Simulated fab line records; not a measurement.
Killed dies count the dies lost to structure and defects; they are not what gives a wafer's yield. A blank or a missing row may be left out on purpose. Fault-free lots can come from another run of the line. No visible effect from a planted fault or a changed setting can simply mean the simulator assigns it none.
Which tool was responsible?    flow sky130    12 lots with 36 wafers sampled at 4 steps, on a route of 708 steps

WHAT EACH GAUGE READ, for each wafer
SKY_CAPM_THK_MEAS_01.
lot   measured      on             CAPM_CVD_00_THK (nm)
L075  day 36 10:59  film-metro-03  15.42 15.62 15.73
L077  day 37 09:50  film-metro-04  15.11 15.50 15.61
L079  day 38 01:40  film-metro-03  15.24 15.61 15.49
L081  day 38 16:34  film-metro-04  15.66 15.32 15.87
L084  day 39 12:45  film-metro-03  15.52 16.14 15.44
L085  day 39 21:55  film-metro-03  15.19 15.82 15.44
L087  day 40 15:25  film-metro-04  15.20 15.53 15.35
L089  day 41 09:55  film-metro-03  14.97 15.22 15.33
L091  day 41 19:19  film-metro-04  15.45 15.89 15.50
L093  day 42 06:21  film-metro-04  15.25 15.38 15.82
L094  day 42 15:59  film-metro-02  15.28 15.49 15.69
L097  day 43 13:28  film-metro-04  14.96 15.16 15.16

EACH LOT AND THE TOOL THAT RAN IT (in order: tool; ch and the chambers of the sampled wafers; start)
lot   SKY_LOCAL_INTERCONNECT_SPUTTER_00  SKY_CONTACT_SOFTBAKE_10                       SKY_VIA1_CMP_02
L075  pvd-sputter-01, day 29 06:30       litho-track-01 ch 0, day 32 21:37 or earlier  cmp-01 ch 0,1, day 32 21:37
L077  pvd-sputter-04, day 30 06:28       litho-track-04 ch 0, day 33 20:09 or earlier  cmp-02 ch 0,2,3, day 33 20:09
L079  pvd-sputter-01, day 30 23:39       litho-track-04 ch 0, day 34 13:58 or earlier  cmp-02 ch 0,1,3, day 34 13:58
L081  pvd-sputter-03, day 31 17:47       litho-track-01 ch 0, day 35 06:55 or earlier  cmp-02 ch 1,2,3, day 35 06:55
L084  pvd-sputter-03, day 32 13:40       litho-track-03 ch 0, day 36 02:25 or earlier  cmp-02 ch 1,2, day 36 02:25
L085  pvd-sputter-01, day 32 23:04       litho-track-03 ch 0, day 36 11:45 or earlier  cmp-01 ch 1,2, day 36 11:45
L087  pvd-sputter-04, day 33 19:34       litho-track-04 ch 0, day 37 07:27 or earlier  cmp-01 ch 0,2, day 37 07:27
L089  pvd-sputter-04, day 34 16:58       litho-track-03 ch 0, day 38 03:17 or earlier  cmp-01 ch 0,1,3, day 38 03:17
L091  pvd-sputter-03, day 35 01:04       litho-track-03 ch 0, day 38 11:52 or earlier  cmp-01 ch 0,1,3, day 38 11:52
L093  pvd-sputter-04, day 35 16:19       litho-track-04 ch 0, day 39 01:59 or earlier  cmp-02 ch 1,2,3, day 39 01:59
L094  pvd-sputter-04, day 36 02:10       litho-track-04 ch 0, day 39 10:38 or earlier  cmp-02 ch 0,1,2, day 39 10:38
L097  pvd-sputter-04, day 37 01:31       litho-track-04 ch 0, day 40 09:26 or earlier  cmp-01 ch 0,2,3, day 40 09:26
- SKY_LOCAL_INTERCONNECT_SPUTTER_00: material TiN, target thk 100 nm, time 83.3 s.
- SKY_CONTACT_SOFTBAKE_10: time 91.97 s.
- SKY_VIA1_CMP_02: polishes SiO2.

THE ANSWER, worked out from the rows above alone
Rule: usual is defined by the lots themselves. Put in order of their means at a reading, lots are off if they are a third of the lots or fewer, leave a main group of 4 or more, and stand apart from it by a gap of 3 or more times the standard deviation of the main group's means; of several such gaps the widest counts. Not used: any main group whose means are identical at the precision the tables above print for the reading. Also off: a lot with no number at a reading for which 4 or more lots have one. Where the step has rows for the other lots, those lots are counted as sound.
No lot is off at any reading shown: from this, nothing can be told.

WHAT HAD BEEN PUT IN BY THE SIMULATOR
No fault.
